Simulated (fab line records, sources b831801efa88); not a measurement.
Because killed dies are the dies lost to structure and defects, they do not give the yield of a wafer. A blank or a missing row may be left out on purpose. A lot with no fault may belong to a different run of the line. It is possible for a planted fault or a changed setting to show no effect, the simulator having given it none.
A lot that was struck, set against a sound lot | flow sky130 | 16 steps out of a route of 708
Sound: the wafers L936.1, L936.3, L936.4. Wafers L927.1, L927.2, L927.3 were the ones struck. Last of all comes the cause.
Per side, at each step with rows, come the tool, then ch with its chambers, and then its first start. Under that, the readings that differ: sound wafers | struck wafers | difference of the means | sigmas: that difference in standard deviations of wafers without a fault.
alike: readings whose means differ by less than 2 such deviations, and words and numbers that are the same on both sides. not compared: withheld readings, readings that some wafer has no value for, bounds like >300 that may hide the same value, and numbers for which the record gives no deviation and whose values overlap.
The two part at a step that has a row with sigmas, a row that says differs or no value, or rows on one side only. Numbers that have no deviation but don't overlap get no sigmas and don't part them. A reading missing from all wafers of one side parts the sides only when that side holds two or more wafers.

SKY_POLY_GATE_THK_MEAS_04:
  sound on film_metro-03 at day 21 13:26; struck on film_metro-03 at day 18 15:06
  alike: POLY_GATE_CVD_03_THK
then, 8 steps without rows for these wafers: SKY_POLY_GATE_DEHYDRATE_05 (time 60 s); SKY_POLY_GATE_HMDS_06 (prime time 60 s); SKY_POLY_GATE_COAT_07 (resist thk 110 nm); SKY_POLY_GATE_COAT_08 (resist thk 450 nm); SKY_POLY_GATE_SOFTBAKE_09 (time 90 s); SKY_POLY_GATE_EXPOSE_10 (exposes mask P1M, target cd 150 nm); SKY_POLY_GATE_PEB_11; SKY_POLY_GATE_DEVELOP_12 (develop time 60 s).
SKY_POLY_GATE_CD_MEAS_13 targets a cd of 150 nm.
  sound on cd_sem-01 at day 22 13:49; struck on cd_sem-02 at day 19 21:28
  reading    | sound             | struck            | difference | sigmas
  cd_nm (nm) | 148.1 147.8 148.5 | 151.6 151.5 150.7 | +3.1       | +2
SKY_POLY_GATE_OVL_MEAS_14:
  sound on overlay-02 at day 22 13:56; struck on overlay-01 at day 19 21:35
  alike: POLY_GATE_OVL
SKY_POLY_GATE_ETCH_15: etches BARC in N2/H2, stops on SiO2, time 118.5 s, target depth 110 nm.
  sound on rie_diel-03 ch 0,1,2, day 22 13:58; struck on rie_diel-01 ch 0,2,3, day 19 21:38
  reading                | sound                | struck               | difference | sigmas
  throttle_valve_pct (%) | 13.203 13.191 13.218 | 13.230 13.219 13.225 | +0.021     | +2
  alike: bias_w, chamber_pressure_mTorr, drypump_motor_current_A, oes_product_au
  not compared: rf_hours_counter_h
SKY_POLY_GATE_ETCH_16: etches Si3N4 in CH3F/O2, stops on poly-Si, time 147.5 s, target depth 75 nm.
  sound on rie_diel-03 ch 0,1,2, day 22 14:03; struck on rie_diel-01 ch 0,2,3, day 19 21:43
  no value came back on the struck wafers for any of 6 readings (O2_flow_sccm (sccm), bias_w (W) and others); on the sound wafers O2_flow_sccm (sccm) reads 30.00 30.00 30.03
  reading                                          | sound             | struck            | difference | sigmas
  model.KrF-thick_of_POLY_GATE_COAT_08.thk_nm (nm) | 240.2 230.8 227.6 | 346.4 346.9 347.3 | +114.0     |
SKY_POLY_GATE_ETCH_17: etches poly-Si in HBr/Cl2, stops on SiO2, target depth 180 nm, time 70.5 s.
  sound on rie_si-02 ch 0,2,3, day 22 14:09; struck on rie_si-01 ch 0,1,3, day 19 21:49
  reading                                          | sound             | struck            | difference | sigmas
  oes_product_au (a.u.)                            | 0.985 0.975 0.978 | 1.004 0.992 1.007 | +0.022     | +2
  model.KrF-thick_of_POLY_GATE_COAT_08.thk_nm (nm) | 146.1 137.3 135.2 | 250.1 251.9 250.3 | +111.2     |
  alike: HBr_flow_sccm, bias_w, drypump_motor_current_A, throttle_valve_pct
  not compared: rf_hours_counter_h
SKY_POLY_GATE_STRIP_18: strips in O2/N2.
  sound on plasma_asher-01 ch 0,1, day 22 14:13; struck on plasma_asher-03 ch 0,1, day 19 21:52
  reading                      | sound             | struck            | difference | sigmas
  oes_product_au (a.u.)        | 0.364 0.359 0.363 | 0.412 0.413 0.411 | +0.050     | +11
  strip_time_to_endpoint_s (s) | 3.26 3.15 3.11    | 4.35 4.37 4.34    | +1.18      | +21
  alike: drypump_motor_current_A
  not compared: rf_hours_counter_h
then, 1 step without rows for these wafers: SKY_POLY_GATE_CLEAN_19 (cleans in SC1/SC2, time 150 s).

## WHERE THEY PART
Last at SKY_POLY_GATE_STRIP_18 as far as this record goes, first at SKY_POLY_GATE_CD_MEAS_13.

WHY: whatever the simulator had introduced
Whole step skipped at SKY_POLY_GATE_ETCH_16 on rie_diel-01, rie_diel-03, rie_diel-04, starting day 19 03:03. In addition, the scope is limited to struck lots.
